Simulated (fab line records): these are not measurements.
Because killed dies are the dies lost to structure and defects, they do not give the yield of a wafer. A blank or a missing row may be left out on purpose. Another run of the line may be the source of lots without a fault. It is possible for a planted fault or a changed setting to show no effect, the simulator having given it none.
Tool commonality check	flow sky130	Sampled: 12 lots, 36 wafers

## REASON FOR OPENING
2 of 12 lots carry a flag on the reading VT_ADJUST_LVTN_2_TW at SKY_VT_ADJUST_LVTN_TW_MEAS_21. Wafers without a fault read 189.2, standard deviation 1.4.
Rule: a lot is flagged in two cases, either no wafer of it has a number, or all its wafers with numbers fall more than 4 standard deviations from that mean. All remaining lots are regarded as sound.

lot	measured	on	VT_ADJUST_LVTN_2_TW, wafer by wafer	flag
L865	day 7 19:29	film metro-04	188.7 188.0 187.9	
L866	day 8 07:22	film metro-04	188.5 189.4 190.3	
L867	day 8 09:55	film metro-02	188.8 188.8 189.0	
L869	day 8 19:42	film metro-02	188.7 188.4 188.1	
L870	day 9 05:06	film metro-04	188.8 189.3 188.6	
L872	day 9 20:41	film metro-01	191.6 190.9 190.6	
L873	day 10 01:28	film metro-01	190.8 191.7 190.5	
L877	day 11 04:22	film metro-02	141.7 141.9 141.3	FLAGGED
L879	day 11 21:38	film metro-01	143.3 142.9 143.9	FLAGGED
L885	day 13 12:31	film metro-01	190.3 189.8 190.5	
L887	day 14 10:43	film metro-02	188.1 187.5 188.0	
L888	day 14 12:39	film metro-02	186.5 187.2 188.5	
The numbers of the flagged lots are 142.5 on average: -46.7 against the usual, or -33 standard deviations.

## WHICH TOOL RAN EACH LOT
The record holds 1 process step before the reading, out of a route of 708 steps. Every cell lists first the tool, next ch and the chambers used by the sampled wafers, and last the start.
lot	flag	SKY_VT_ADJUST_LVTN_IMPLANT_19
L865		implanter-03 ch 0, day 7 19:16
L866		implanter-03 ch 0, day 8 07:07
L867		implanter-03 ch 0, day 8 09:41
L869		implanter-01 ch 0, day 8 19:27
L870		implanter-03 ch 0, day 9 04:51
L872		implanter-01 ch 0, day 9 20:26
L873		implanter-04 ch 0, day 10 01:14
L877	FLAGGED	implanter-03 ch 0, day 11 04:08
L879	FLAGGED	implanter-03 ch 0, day 11 21:23
L885		implanter-01 ch 0, day 13 12:16
L887		implanter-04 ch 0, day 14 10:29
L888		implanter-03 ch 0, day 14 12:25
What the steps here do:
- SKY_VT_ADJUST_LVTN_IMPLANT_19
- SKY_VT_ADJUST_LVTN_TW_MEAS_21

## FLAGGED OVER TOTAL, TOOL BY TOOL (the gauges that took the reading come last)
step	tool	lots run	flagged	share of the flagged lots	sound lots run after its first flagged lot
SKY_VT_ADJUST_LVTN_IMPLANT_19	implanter-01	3	0	none	-
SKY_VT_ADJUST_LVTN_IMPLANT_19	implanter-03	7	2	all	1 (L888)
SKY_VT_ADJUST_LVTN_IMPLANT_19	implanter-04	2	0	none	-
SKY_VT_ADJUST_LVTN_TW_MEAS_21	film metro-01	4	1	some	1 (L885)
SKY_VT_ADJUST_LVTN_TW_MEAS_21	film metro-02	5	1	some	2 (L887,L888)
SKY_VT_ADJUST_LVTN_TW_MEAS_21	film metro-04	3	0	none	-

## WHAT THE TABLE ALLOWS
1 row of the table ran every flagged lot: implanter-03 at SKY_VT_ADJUST_LVTN_IMPLANT_19.
- implanter-03 at SKY_VT_ADJUST_LVTN_IMPLANT_19: 2 of its 7 lots flagged. Lots that were sound ran on it after the first flagged one (L888); a persistent fault on the entire tool would not allow that. Its own readings lie more than 4 standard deviations out on every wafer of the flagged lots: dose ions cm2, faraday current uA.
Every row of the table either missed a flagged lot or ran a sound lot after the first.

## WHAT WAS PUT IN BY THE SIMULATOR
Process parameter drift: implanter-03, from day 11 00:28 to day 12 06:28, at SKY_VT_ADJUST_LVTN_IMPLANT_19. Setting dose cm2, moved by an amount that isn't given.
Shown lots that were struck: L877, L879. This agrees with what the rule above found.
